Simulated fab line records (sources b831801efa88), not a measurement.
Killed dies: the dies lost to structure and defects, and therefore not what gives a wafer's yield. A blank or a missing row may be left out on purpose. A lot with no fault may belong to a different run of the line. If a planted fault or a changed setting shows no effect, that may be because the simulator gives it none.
fab line records -- flow sky130
record lots=6, wafers=17, lastDay=50
route steps=708 shown VT_ADJUST_LVTN@104 VT_ADJUST_NCORE@119 PAD_OPEN@708
lots with no fault: from the same line, run without faults
startH: start of the lot's first displayed wafer, in hours after the record's first day -- waitH: time in hours since the lot's previous step -- " same as the row above -- L1.1+2: one row covering several wafers at once -- - no value present, or no start provided -- * or withheld: withheld -- < > ~ a bound
route shown NAME@n: a module of which the file shows steps, and the number in the route of the first -- usual: the fault-free wafers' mean and standard deviation -- same: alike in all rows -- chamber/n: place in a boat -- sites: each site's reading -- _std_site: how widely they spread, as a standard deviation -- _edge_site: mean of outer sites minus mean of inner sites -- radiusMm: how far each site lies from the wafer's centre -- mask NAME#n: copy n -- behind: the tool/chamber that last shaped the wafer -- hold: cause of the lot's hold/its duration in hours/its outcome -- device: the n, p or np transistor that did not switch -- end of line: tests run on the same wafers once the route is complete -- a step given without rows: its recipe and nothing more -- killed: count of dies lost to structure and defects at first sort (not the wafer's yield) -- map: per-die view of a wafer (x killed, . not killed, _ where there is no die)
set.NAME: setting as actually run; set.NAME@STEP: the setting as run at that earlier step -- model.NAME: the simulator's own value behind a step, which no gauge read
lots at some steps of the route; a table a step, a row a wafer
services: from which hour (startH, from the record's first day; less than 0 if before it) a tool's chamber was out of use, for how many hours, and why
## steps
# step SKY_VT_ADJUST_LVTN_OVL_MEAS_07
# usual VT_ADJUST_LVTN_OVL=-1.0/1.3
lot.wafer,tool,chamber,startH,waitH,VT_ADJUST_LVTN_OVL[nm]
L645.2,overlay-02,-,146.09,-,-1.7
L645.5,overlay-02,-,146.09,-,-2.2
L645.6,overlay-02,-,146.09,-,-1.3
L651.1,overlay-01,-,186.08,-,-0.8
L651.3,overlay-01,-,186.08,-,-1.1
L651.4,overlay-01,-,186.08,-,-1.5
L655.1,overlay-02,-,214.73,-,-1.8
L655.5,overlay-02,-,214.73,-,-0.4
L655.6,overlay-02,-,214.73,-,-3.0
L663.3,overlay-02,-,276.86,-,0.0
L663.6,overlay-02,-,276.86,-,1.6
L666.1,overlay-02,-,290.73,-,-1.5
L666.4,overlay-02,-,290.73,-,-2.6
L666.5,overlay-02,-,290.73,-,1.2
L667.4,overlay-02,-,292.85,-,-1.8
L667.5,overlay-02,-,292.85,-,-1.0
L667.6,overlay-02,-,292.85,-,-1.1
# step SKY_VT_ADJUST_LVTN_IMPLANT_08
# recipe species=B, energyKev=30, doseCm2=1.57e+12, tiltDeg=withheld
# step SKY_VT_ADJUST_LVTN_STRIP_09
# recipe chemistry=O2/N2, powerW=1400, pressureMtorr=1500, platenTempC=withheld, o2FlowSccm=3000, n2FlowSccm=300, overashFraction=0.5
# usual drypumpMotorCurrentA=5.8/0.52, oesProductAu=0.722/0.0048, stripTimeToEndpointS=36.96/0.099
lot.wafer,tool,chamber,startH,waitH,drypumpMotorCurrentA,oesProductAu,rfHoursCounterH,stripTimeToEndpointS
L645.2,plasmaAsher-04,1,146.27,0.1,5.4,0.732,33,37.06
L645.5,plasmaAsher-04,0,146.27,0.1,6.4,0.716,-,36.94
L645.6,plasmaAsher-04,1,146.27,0.1,5.5,0.715,-,36.93
L651.1,plasmaAsher-03,1,186.26,0.1,5.9,0.715,51,36.76
L651.3,plasmaAsher-03,0,186.26,0.1,5.6,0.731,-,36.81
L651.4,plasmaAsher-03,1,186.26,0.1,5.9,0.726,-,36.82
L655.1,plasmaAsher-01,0,214.91,0.1,5.0,0.723,53,36.93
L655.5,plasmaAsher-01,0,214.91,0.1,5.0,0.724,-,37.10
L655.6,plasmaAsher-01,1,214.91,0.1,6.3,0.722,-,37.05
L663.3,plasmaAsher-03,0,277.07,0.1,5.6,0.721,-,36.78
L663.6,plasmaAsher-03,1,277.07,0.1,5.8,0.717,-,36.90
L666.1,plasmaAsher-01,0,290.92,0.1,5.0,0.720,61,37.04
L666.4,plasmaAsher-01,0,290.92,0.1,5.0,0.725,-,37.06
L666.5,plasmaAsher-01,0,290.92,0.1,5.0,0.717,-,37.07
L667.4,plasmaAsher-01,0,293.05,0.1,4.9,0.721,-,36.95
L667.5,plasmaAsher-01,0,293.05,0.1,5.0,0.723,-,37.03
L667.6,plasmaAsher-01,1,293.05,0.1,6.3,0.722,-,36.97
# step SKY_VT_ADJUST_LVTN_TW_MEAS_10
# usual VT_ADJUST_LVTN_TW=241.2/1.9
lot.wafer,tool,chamber,startH,waitH,VT_ADJUST_LVTN_TW
L645.2,filmMetro-02,-,146.38,0.1,241.6
L645.5,filmMetro-02,-,146.38,0.1,243.3
L645.6,filmMetro-02,-,146.38,0.1,242.3
L651.1,filmMetro-03,-,186.36,0.1,240.8
L651.3,filmMetro-03,-,186.36,0.1,240.4
L651.4,filmMetro-03,-,186.36,0.1,239.3
L655.1,filmMetro-02,-,215.01,0.1,243.7
L655.5,filmMetro-02,-,215.01,0.1,243.9
L655.6,filmMetro-02,-,215.01,0.1,243.7
L663.3,filmMetro-04,-,277.16,0.1,240.1
L663.6,filmMetro-04,-,277.16,0.1,239.6
L666.1,filmMetro-02,-,291.02,0.1,242.3
L666.4,filmMetro-02,-,291.02,0.1,241.9
L666.5,filmMetro-02,-,291.02,0.1,241.8
L667.4,filmMetro-02,-,293.15,0.1,242.0
L667.5,filmMetro-02,-,293.15,0.1,241.2
L667.6,filmMetro-02,-,293.15,0.1,241.7
# step SKY_VT_ADJUST_LVTN_DEHYDRATE_11
# recipe tempC=200, timeS=60
# step SKY_VT_ADJUST_LVTN_HMDS_12
# recipe primeTimeS=60, primeTempC=120
# step SKY_VT_ADJUST_LVTN_COAT_13
# recipe resist=NOVOLAK, spinRpm=3000, resistThkNm=1140
# step SKY_VT_ADJUST_LVTN_SOFTBAKE_14
# recipe tempC=90, timeS=60, resist=NOVOLAK
# step SKY_VT_ADJUST_LVTN_EXPOSE_15
# recipe maskId=HVN_STD_DERIVED, na=0.6, sourceShape=conventional, sigmaOuter=0.6, polarization=unpolarized, targetCdNm=600, doseMj=163
# step SKY_VT_ADJUST_LVTN_PEB_16
# recipe tempC=withheld, timeS=*, resist=NOVOLAK
# step SKY_VT_ADJUST_LVTN_DEVELOP_17
# recipe resist=NOVOLAK, developer=TMAH, developTimeS=60, devTempC=23
# step SKY_VT_ADJUST_LVTN_OVL_MEAS_18
# usual VT_ADJUST_LVTN_01_OVL=-0.7/1.4
lot.wafer,tool,chamber,startH,waitH,VT_ADJUST_LVTN_01_OVL[nm]
L645.2,overlay-01,-,165.76,0.1,-3.6
L645.5,overlay-01,-,165.76,0.1,-2.6
L645.6,overlay-01,-,165.76,0.1,-2.9
L651.1,overlay-01,-,207.43,0.1,-0.1
L651.3,overlay-01,-,207.43,0.1,-0.1
L651.4,overlay-01,-,207.43,0.1,0.4
L655.1,overlay-02,-,237.98,0.1,0.4
L655.5,overlay-02,-,237.98,0.1,0.2
L655.6,overlay-02,-,237.98,0.1,1.1
L663.3,overlay-02,-,298.99,0.1,-1.3
L663.6,overlay-02,-,298.99,0.1,-0.4
L666.1,overlay-02,-,312.10,0.1,-2.3
L666.4,overlay-02,-,312.10,0.1,-0.1
L666.5,overlay-02,-,312.10,0.1,-2.7
L667.4,overlay-01,-,313.92,0.1,-0.1
L667.5,overlay-01,-,313.92,0.1,-2.4
L667.6,overlay-01,-,313.92,0.1,0.2
# step SKY_VT_ADJUST_LVTN_IMPLANT_19
# recipe species=B, energyKev=30, doseCm2=6.5e+11, tiltDeg=withheld
lot.wafer,tool,chamber,startH,waitH
L645.2+5+6,implanter-01,0,165.81,0.0
L651.1+3+4,implanter-02,0,207.47,0.0
L655.1+5+6,implanter-02,0,238.02,0.0
L663.3+6,implanter-01,0,299.06,0.1
L666.1+4+5,implanter-01,0,312.14,0.0
L667.4+5+6,implanter-02,0,314.01,0.1
# step SKY_VT_ADJUST_LVTN_STRIP_20
# recipe chemistry=O2/N2, powerW=1400, pressureMtorr=1500, platenTempC=withheld, o2FlowSccm=3000, n2FlowSccm=300, overashFraction=0.5
# usual drypumpMotorCurrentA=5.7/0.58, oesProductAu=0.715/0.0048, stripTimeToEndpointS=14.21/0.043
lot.wafer,tool,chamber,startH,waitH,drypumpMotorCurrentA,oesProductAu,rfHoursCounterH,stripTimeToEndpointS
L645.2,plasmaAsher-04,1,165.94,0.1,5.5,0.721,35,14.23
L645.5,plasmaAsher-04,0,165.94,0.1,6.4,0.713,-,14.18
L645.6,plasmaAsher-04,1,165.94,0.1,5.5,0.706,-,14.26
L651.1,plasmaAsher-03,0,207.62,0.1,5.6,0.712,53,14.27
L651.3,plasmaAsher-03,1,207.62,0.1,5.8,0.723,-,14.29
L651.4,plasmaAsher-03,0,207.62,0.1,5.5,0.716,-,14.25
L655.1,plasmaAsher-01,1,238.17,0.1,6.4,0.712,56,14.27
L655.5,plasmaAsher-01,0,238.17,0.1,5.0,0.722,-,14.27
L655.6,plasmaAsher-01,1,238.17,0.1,6.4,0.711,-,14.30
L663.3,plasmaAsher-04,0,299.19,0.1,6.4,0.718,-,14.17
L663.6,plasmaAsher-04,1,299.19,0.1,5.5,0.710,-,14.17
L666.1,plasmaAsher-01,0,312.29,0.1,5.0,0.717,64,14.15
L666.4,plasmaAsher-01,0,312.29,0.1,5.0,0.714,-,14.15
L666.5,plasmaAsher-01,1,312.29,0.1,6.4,0.711,-,14.11
L667.4,plasmaAsher-03,1,314.12,0.1,5.8,0.716,-,14.15
L667.5,plasmaAsher-03,0,314.12,0.1,5.6,0.712,-,14.13
L667.6,plasmaAsher-03,1,314.12,0.1,5.8,0.716,-,14.14
# step SKY_VT_ADJUST_LVTN_TW_MEAS_21
# usual VT_ADJUST_LVTN_2_TW=187.1/1.4
lot.wafer,tool,chamber,startH,waitH,VT_ADJUST_LVTN_2_TW
L645.2,filmMetro-04,-,166.05,0.1,184.4
L645.5,filmMetro-04,-,166.05,0.1,185.8
L645.6,filmMetro-04,-,166.05,0.1,185.7
L651.1,filmMetro-03,-,207.72,0.1,187.0
L651.3,filmMetro-03,-,207.72,0.1,187.4
L651.4,filmMetro-03,-,207.72,0.1,187.4
L655.1,filmMetro-03,-,238.27,0.1,185.7
L655.5,filmMetro-03,-,238.27,0.1,187.1
L655.6,filmMetro-03,-,238.27,0.1,186.6
L663.3,filmMetro-02,-,299.28,0.1,188.0
L663.6,filmMetro-02,-,299.28,0.1,179.6
L666.1,filmMetro-03,-,312.39,0.1,178.9
L666.4,filmMetro-03,-,312.39,0.1,186.0
L666.5,filmMetro-03,-,312.39,0.1,186.3
L667.4,filmMetro-04,-,314.22,0.1,186.2
L667.5,filmMetro-04,-,314.22,0.1,186.8
L667.6,filmMetro-04,-,314.22,0.1,185.9
# step SKY_VT_ADJUST_NCORE_DEHYDRATE_00
# recipe tempC=200, timeS=60
# step SKY_PAD_OPEN_PROBE_99
# usual killed_at_M0_to_M3=43/7, killed_at_M4_up=3.4/1.9, killedAtContacts=24/5.4, killedAtFrontEnd=15/4.4, killedAtOther=0.4/0.63, killedDies=86/9.1, killedOpen=46/6.6, killedShort=39/6.6
# same grossDies=492, killedAtBackSide=0
lot.wafer,tool,chamber,startH,waitH,killed_at_M0_to_M3,killed_at_M4_up,killedAtContacts,killedAtFrontEnd,killedAtOther,killedDies,killedOpen,killedShort,model.etest.resPwellUnderGate.rsOhmSq,model.etest.resPwellUnderGate.rsOhmSqRange,model.etest.nfetG5v0d10v5.bodyRiseV,model.etest.nfet_16v.bodyRiseV,model.etest.nfetG5v0d10v5.vtSatV,model.etest.nfetG5v0d10v5.vtV,model.etest.nfetG5v0d10v5.vtVRange
L645.2,prober-02,-,1078.20,0.1,32,1,31,15,0,79,44,34,2293,60.69,0.6615,0.6554,0.7623,0.8232,0.01546
L645.5,prober-02,-,1078.35,0.2,54,2,23,11,1,91,50,41,2305,51.31,0.6662,0.6637,0.7678,0.8256,0.01707
L645.6,prober-02,-,1078.40,0.2,50,3,16,10,1,80,41,39,2303,44.64,0.6603,0.6565,0.7658,0.8269,0.01563
L651.1,prober-01,-,1119.47,0.1,33,1,30,12,0,76,40,36,2287,63.69,0.6844,0.6781,0.771,0.8271,0.01138
L651.3,prober-01,-,1119.57,0.2,46,4,28,15,0,93,56,37,2299,31.68,0.682,0.6772,0.762,0.8169,0.01941
L651.4,prober-01,-,1119.62,0.2,32,2,23,15,0,72,41,31,2315,55.64,0.6855,0.6821,0.7697,0.8247,0.01615
L655.1,prober-02,-,1136.46,0.1,40,1,29,13,0,83,46,37,2276,29.93,0.6642,0.6604,0.7702,0.8266,0.01648
L655.5,prober-02,-,1136.66,0.2,49,3,30,14,0,96,51,45,2285,45.56,0.6634,0.6598,0.7641,0.8188,0.01117
L655.6,prober-02,-,1136.71,0.2,45,1,20,22,0,88,54,34,2275,60.97,0.6666,0.66,0.7608,0.8144,0.006767
L663.3,prober-01,-,1187.34,0.2,53,1,14,18,0,86,49,36,2304,48.61,0.6558,0.6521,0.7659,0.8247,0.01393
L663.6,prober-01,-,1187.49,0.2,38,6,29,13,0,86,46,39,2335,74.35,0.6333,0.629,0.7411,0.8041,0.02356
L666.1,prober-01,-,1194.87,0.1,42,6,29,16,1,94,42,52,2317,105.4,0.6397,0.6345,0.7363,0.7995,0.02499
L666.4,prober-01,-,1195.02,0.2,37,5,16,19,0,77,38,39,2271,31.06,0.6719,0.6681,0.76,0.8178,0.01741
L666.5,prober-01,-,1195.07,0.2,33,2,34,18,0,87,47,40,2275,52.26,0.6676,0.6629,0.7528,0.8109,0.01599
L667.4,prober-02,-,1201.17,0.2,47,7,23,16,1,94,44,49,2299,44.39,0.6608,0.6558,0.7738,0.8309,0.01432
L667.5,prober-02,-,1201.22,0.2,44,1,30,15,1,91,52,39,2313,72.28,0.6546,0.6489,0.7555,0.8102,0.01248
L667.6,prober-02,-,1201.27,0.2,45,8,30,17,1,101,52,48,2299,54.55,0.656,0.6531,0.7685,0.8204,0.0184
# killed by level:class
L645.2 CONTACT:geometricParticle:open=11 LI_CONTACT:geometricParticle:open=7 FIELD_ISO:geometricParticle:open=6 VIA1:geometricParticle:open=6 VIA2:geometricParticle:open=6 CONTACT:geometricParticle:short=5 VIA3:geometricParticle:open=5 POLY_GATE:geometricParticle:short=4
L645.5 VIA1:geometricParticle:open=14 CONTACT:geometricParticle:open=10 METAL1:geometricParticle:short=7 METAL2:geometricParticle:short=7 VIA3:geometricParticle:open=6 LI_CONTACT:geometricParticle:open=5 VIA2:geometricParticle:open=5 VIA3:geometricParticle:short=5
L645.6 VIA1:geometricParticle:open=15 METAL1:geometricParticle:short=9 CONTACT:geometricParticle:open=7 VIA3:geometricParticle:short=5 LI_CONTACT:geometricParticle:open=4 VIA1:geometricParticle:short=4 VIA2:geometricParticle:open=4 METAL3:geometricParticle:short=4
L651.1 CONTACT:geometricParticle:short=10 VIA1:geometricParticle:open=9 LI_CONTACT:geometricParticle:open=7 CONTACT:geometricParticle:open=6 VIA2:geometricParticle:open=6 POLY_GATE:geometricParticle:short=5 VIA3:geometricParticle:open=5 VIA3:geometricParticle:short=4
L651.3 CONTACT:geometricParticle:open=11 VIA3:geometricParticle:open=8 LI_CONTACT:geometricParticle:open=8 METAL2:geometricParticle:short=8 VIA2:geometricParticle:open=8 VIA1:geometricParticle:open=8 FIELD_ISO:geometricParticle:short=5 METAL1:geometricParticle:short=5
L651.4 CONTACT:geometricParticle:open=11 METAL2:geometricParticle:short=7 VIA3:geometricParticle:open=6 VIA1:geometricParticle:open=5 VIA1:geometricParticle:short=5 POLY_GATE:geometricParticle:open=4 LI_CONTACT:geometricParticle:open=4 METAL1:geometricParticle:short=4
L655.1 LI_CONTACT:geometricParticle:open=12 VIA1:geometricParticle:open=10 VIA1:geometricParticle:short=8 CONTACT:geometricParticle:open=7 VIA2:geometricParticle:open=6 METAL1:geometricParticle:short=5 CONTACT:geometricParticle:short=4 POLY_GATE:geometricParticle:open=3
L655.5 LI_CONTACT:geometricParticle:open=12 VIA2:geometricParticle:open=10 METAL1:geometricParticle:short=8 CONTACT:geometricParticle:short=6 CONTACT:geometricParticle:open=6 VIA3:geometricParticle:open=6 VIA2:geometricParticle:short=5 VIA1:geometricParticle:open=5
L655.6 VIA1:geometricParticle:open=11 VIA3:geometricParticle:open=10 CONTACT:geometricParticle:open=9 FIELD_ISO:geometricParticle:short=6 VIA2:geometricParticle:open=6 FIELD_ISO:geometricParticle:open=5 POLY_GATE:geometricParticle:open=5 VIA1:geometricParticle:short=5
L663.3 VIA3:geometricParticle:open=9 VIA1:geometricParticle:open=8 VIA2:geometricParticle:open=8 METAL1:geometricParticle:short=7 CONTACT:geometricParticle:open=7 FIELD_ISO:geometricParticle:open=6 METAL3:geometricParticle:short=5 METAL2:geometricParticle:short=5
L663.6 CONTACT:geometricParticle:open=10 LOCAL_INTERCONNECT:geometricParticle:short=9 VIA1:geometricParticle:open=8 VIA3:geometricParticle:open=6 METAL1:geometricParticle:short=6 VIA2:geometricParticle:open=5 METAL4:geometricParticle:short=5 LI_CONTACT:geometricParticle:open=4
L666.1 VIA1:geometricParticle:open=15 CONTACT:geometricParticle:short=8 METAL2:geometricParticle:short=7 VIA1:geometricParticle:short=7 POLY_GATE:geometricParticle:short=6 LOCAL_INTERCONNECT:geometricParticle:short=6 METAL4:geometricParticle:short=6 LI_CONTACT:geometricParticle:open=5
L666.4 CONTACT:geometricParticle:open=8 VIA1:geometricParticle:open=7 FIELD_ISO:geometricParticle:short=6 VIA3:geometricParticle:open=6 VIA1:geometricParticle:short=6 LI_CONTACT:geometricParticle:open=5 METAL4:geometricParticle:short=5 METAL1:geometricParticle:short=4
L666.5 CONTACT:geometricParticle:open=14 LI_CONTACT:geometricParticle:open=7 POLY_GATE:geometricParticle:open=6 METAL2:geometricParticle:short=6 VIA2:geometricParticle:open=6 LI_CONTACT:geometricParticle:short=5 METAL1:geometricParticle:short=5 LOCAL_INTERCONNECT:geometricParticle:short=5
L667.4 CONTACT:geometricParticle:open=10 VIA1:geometricParticle:open=7 LI_CONTACT:geometricParticle:open=6 METAL2:geometricParticle:short=6 VIA2:geometricParticle:short=6 METAL4:geometricParticle:short=6 FIELD_ISO:geometricParticle:short=5 METAL1:geometricParticle:short=5
L667.5 LI_CONTACT:geometricParticle:open=11 VIA1:geometricParticle:open=10 CONTACT:geometricParticle:open=7 LOCAL_INTERCONNECT:geometricParticle:short=7 METAL1:geometricParticle:short=7 VIA3:geometricParticle:open=6 FIELD_ISO:geometricParticle:short=5 VIA1:geometricParticle:short=5
L667.6 VIA1:geometricParticle:open=12 CONTACT:geometricParticle:short=11 CONTACT:geometricParticle:open=9 VIA3:geometricParticle:open=7 METAL1:geometricParticle:short=6 POLY_GATE:geometricParticle:open=5 VIA1:geometricParticle:short=5 METAL4:geometricParticle:short=5
## services
tool,chamber,startH,hours,kind
plasmaAsher-03,-,230.29,2.3,repair
implanter-01,-,236.72,6.0,pm
plasmaAsher-03,-,258.05,1.7,repair
implanter-02,-,273.00,4.1,repair
plasmaAsher-04,-,311.37,15.6,pm
## key
firstSign step=SKY_VT_ADJUST_LVTN_TW_MEAS_21, reading=VT_ADJUST_LVTN_2_TW, direction=down, sigmas=5.6, usual=187.1, struck=179.3
effect none on later readings
modelEffect step=SKY_PAD_OPEN_PROBE_99, value=etest.resPwellUnderGate.rsOhmSq, without=2297, struck=2326
metAt SKY_VT_ADJUST_LVTN_IMPLANT_19
struckWafers L663.6,L666.1
testerLeftOut L663,L666
onsetBetween 165.81 299.06
fault kind=processParameterDrift, tool=implanter-01, chamber=-, onsetH=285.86, steps=SKY_VT_ADJUST_LVTN_IMPLANT_19, channel=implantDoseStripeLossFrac, offset=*, shape=step, endH=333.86, scope=struckWafersOnly
# testerLeftOut: of these lots the tester's yield and bins aren't shown, on N5 and GAA mostly nor the transistor test; their killed dies are dies lost to structure and defects alone, not to doping, threshold or leakage, so they don't give the yield
